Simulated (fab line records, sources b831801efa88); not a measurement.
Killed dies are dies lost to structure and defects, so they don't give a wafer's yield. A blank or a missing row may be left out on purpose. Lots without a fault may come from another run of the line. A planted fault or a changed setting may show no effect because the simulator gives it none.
A struck lot beside a sound one | flow sfq_line | 41 steps out of a route of 325
Sound: wafers L304.3, L304.4, L304.6. Struck: wafers L307.1, L307.2, L307.5. The cause comes at the end.
At each step with rows: each side's tool, then ch and its chambers, then its first start. Under that, the readings that differ: sound wafers | struck wafers | difference of the means | sigmas: that difference in standard deviations of wafers without a fault.
alike: readings whose means differ by less than 2 such deviations, and words and numbers that are the same on both sides. not compared: withheld readings, readings that some wafer has no value for, bounds like >300 that may hide the same value, and numbers for which the record gives no deviation and whose values overlap.
The two part at a step that has a row with sigmas, a row that says differs or no value, or rows on one side only. Numbers that don't overlap but have no deviation are shown without sigmas and don't part them. A reading that every wafer of one side lacks parts them only if that side has two wafers or more.

SFQ_I3_OVL_MEAS_923:
  sound on overlay-01, day 48 03:10; struck on overlay-01, day 49 01:48
  alike: I3_OVL
then, 1 step without rows for these wafers: SFQ_TRILAYER_I3_VIA_BARC_OPEN_VIA_ETCH_121 (etches BARC in O2, target depth 125 nm, time 41.7 s).
SFQ_TRILAYER_I3_VIA_ETCH_VIA_ETCH_088: etches SiO2 in CHF3, stops on Nb, target depth 260 nm.
  sound on rie_diel-03 ch 1,2, day 48 03:14; struck on rie_diel-04 ch 0,1,3, day 49 01:53
  alike: bias_w, drypump_motor_current_A, oes_product_au
then, 4 steps without rows for these wafers: SFQ_TRILAYER_I3_VIA_STRIP_STRIP_089 (strips in O2); SFQ_TRILAYER_I3_VIA_STRIP_SOLV_CLEAN_090 (cleans in NMP, time 600 s); SFQ_TRILAYER_M4_DEP_PRE_CLEAN_092 (time 22.5 s); SFQ_TRILAYER_M4_DEP_SPUTTER_091 (material Nb, target thk 200 nm, time 133.3 s).
SFQ_M4_RS_MEAS_924: measures by four-point-probe.
  sound on film_metro-04, day 48 04:17; struck on film_metro-01, day 49 03:29
  alike: M4_NB_RS
then, 3 steps without rows for these wafers: SFQ_TRILAYER_M4_LITHO_COAT_098 (resist thk 62 nm); SFQ_TRILAYER_M4_LITHO_COAT_093 (resist thk 600 nm); SFQ_TRILAYER_M4_LITHO_SOFTBAKE_097.
-- the record jumps here: 6 days lie between the struck wafers' starts before and after --
SFQ_TRILAYER_M4_LITHO_EXPOSE_094: exposes mask M4, target cd 500 nm.
  sound on krf_scanner-02 ch 0, day 54 03:13; struck on krf_scanner-02 ch 0, day 55 01:37
  alike: mask, reticle_temp_C
then, 2 steps without rows for these wafers: SFQ_TRILAYER_M4_LITHO_PEB_096 (peb time 60 s); SFQ_TRILAYER_M4_LITHO_DEVELOP_095 (time 60 s).
SFQ_M4_OVL_MEAS_926:
  sound on overlay-02, day 54 04:20; struck on overlay-02, day 55 03:07
  alike: M4_OVL
SFQ_TRILAYER_M4_BARC_OPEN_METAL_ETCH_123: etches BARC in O2, target depth 125 nm, time 41.7 s.
  sound on rie_metal-04 ch 0,1, day 54 04:23; struck on rie_metal-02 ch 0,1, day 55 03:10
  reading             | sound             | struck            | difference | sigmas
  model.M4.cd_nm (nm) | 498.8 499.5 499.7 | 444.2 439.9 468.5 | -48.5      |
  alike: bias_w, drypump_motor_current_A, oes_product_au
  not compared: rf_hours_counter_h
SFQ_TRILAYER_M4_ETCH_METAL_ETCH_096: etches Nb in Cl2/Ar, stops on SiO2, target depth 240 nm, time 120 s.
  sound on rie_metal-04 ch 0,1, day 54 04:28; struck on rie_metal-02 ch 0,1, day 55 03:13
  reading             | sound             | struck            | difference | sigmas
  model.M4.cd_nm (nm) | 499.3 498.8 499.3 | 444.1 440.3 469.1 | -48.0      |
  alike: bias_w, drypump_motor_current_A, oes_product_au
  not compared: rf_hours_counter_h
then, 3 steps without rows for these wafers: SFQ_TRILAYER_M4_STRIP_STRIP_097 (strips in O2); SFQ_TRILAYER_M4_STRIP_SOLV_CLEAN_098 (cleans in NMP, time 600 s); SFQ_TRILAYER_I4_DEP_PECVD_099 (deposits SiO2 from SiH4/N2O, time 111.11 s, target thk 500 nm).
SFQ_TRILAYER_I4_CMP_CMP_100: polishes SiO2.
  sound on cmp-02 ch 2,3, day 54 05:54; struck on cmp-02 ch 0,1, day 55 04:42
  alike: motor_current_A, platen_rpm, time_to_endpoint_s
SFQ_I4_BOW_MEAS_927:
  sound on film_metro-03, day 54 08:26; struck on film_metro-03, day 55 07:12
  reading     | sound    | struck | difference | sigmas
  I4_BOW (um) | 12 23 28 | 1 3 -3 | -21        | -2
SFQ_TRILAYER_I4_METRO_MEASURE_101:
  sound on film_metro-03, day 54 08:55; struck on film_metro-03, day 55 07:19
  alike: thk_nm
then, 6 steps without rows for these wafers: SFQ_TRILAYER_I4_VIA_LITHO_COAT_108 (resist thk 62 nm); SFQ_TRILAYER_I4_VIA_LITHO_COAT_103 (resist thk 650 nm); SFQ_TRILAYER_I4_VIA_LITHO_SOFTBAKE_107; SFQ_TRILAYER_I4_VIA_LITHO_EXPOSE_104 (exposes mask I4, target cd 700 nm); SFQ_TRILAYER_I4_VIA_LITHO_PEB_106 (peb time 60 s); SFQ_TRILAYER_I4_VIA_LITHO_DEVELOP_105 (time 60 s).
-- the record jumps here: 6 days lie between the struck wafers' starts before and after --
SFQ_I4_OVL_MEAS_928:
  sound on overlay-02, day 60 10:23; struck on overlay-02, day 61 09:16
  alike: I4_OVL
then, 2 steps without rows for these wafers: SFQ_TRILAYER_I4_VIA_BARC_OPEN_VIA_ETCH_146 (etches BARC in O2, target depth 125 nm, time 41.7 s); SFQ_TRILAYER_I4_VIA_ETCH_VIA_ETCH_106 (etches SiO2 in CHF3, stops on Nb, target depth 260 nm).
SFQ_TRILAYER_I4_VIA_STRIP_STRIP_107: strips in O2.
  sound on rie_metal-04 ch 0,1, day 60 10:46; struck on rie_metal-02 ch 0,1, day 61 09:28
  alike: drypump_motor_current_A, oes_product_au
  not compared: rf_hours_counter_h
then, 5 steps without rows for these wafers: SFQ_TRILAYER_I4_VIA_STRIP_SOLV_CLEAN_108 (cleans in NMP, time 600 s); SFQ_TRILAYER_JJ_TRILAYER_DEP_PRE_CLEAN_113 (time 22.5 s); SFQ_TRILAYER_JJ_TRILAYER_DEP_SPUTTER_109 (material Nb, target thk 150 nm, time 100 s); SFQ_TRILAYER_JJ_TRILAYER_DEP_SPUTTER_110 (material Al, target thk 8 nm, time 10 s); SFQ_TRILAYER_JJ_TRILAYER_DEP_AL_OXIDATION_111 (oxidation time 600 s).
SFQ_TRILAYER_JJ_TRILAYER_DEP_SPUTTER_112: material Nb, target thk 170 nm, time 113.3 s.
  sound on pvd_sputter-03, day 60 12:28; struck on pvd_sputter-05, day 61 11:22
  alike: chamber_pressure_pa, throttle_valve_pct
SFQ_JJ_RS_MEAS_929: measures by four-point-probe.
  sound on film_metro-03, day 60 12:35; struck on film_metro-03, day 61 11:26
  reading           | sound             | struck            | difference | sigmas
  JJ_NB_RS (ohm/sq) | 1.055 1.052 1.068 | 1.034 1.044 1.040 | -0.019     | -2
-- the record jumps here: 30 days lie between the struck wafers' starts before and after (it left off in module JJ and takes up again in module M8, whose first step shown is number 325 of the route) --
SFQ_M8_BOW_MEAS_951:
  sound on film_metro-02, day 87 07:26; struck on film_metro-03, day 91 09:21
  reading               | sound            | struck            | difference | sigmas
  model.etest.m4.ohm_um | 1.78 1.775 1.782 | 1.992 2.009 1.875 | +0.180     |
  alike: M8_BOW

WHERE THEY PART
First at SFQ_I4_BOW_MEAS_927; last, within this record, at SFQ_JJ_RS_MEAS_929. Later steps at which nothing parts them and some readings are alike: SFQ_M8_BOW_MEAS_951.

WHY: what the simulator had put in
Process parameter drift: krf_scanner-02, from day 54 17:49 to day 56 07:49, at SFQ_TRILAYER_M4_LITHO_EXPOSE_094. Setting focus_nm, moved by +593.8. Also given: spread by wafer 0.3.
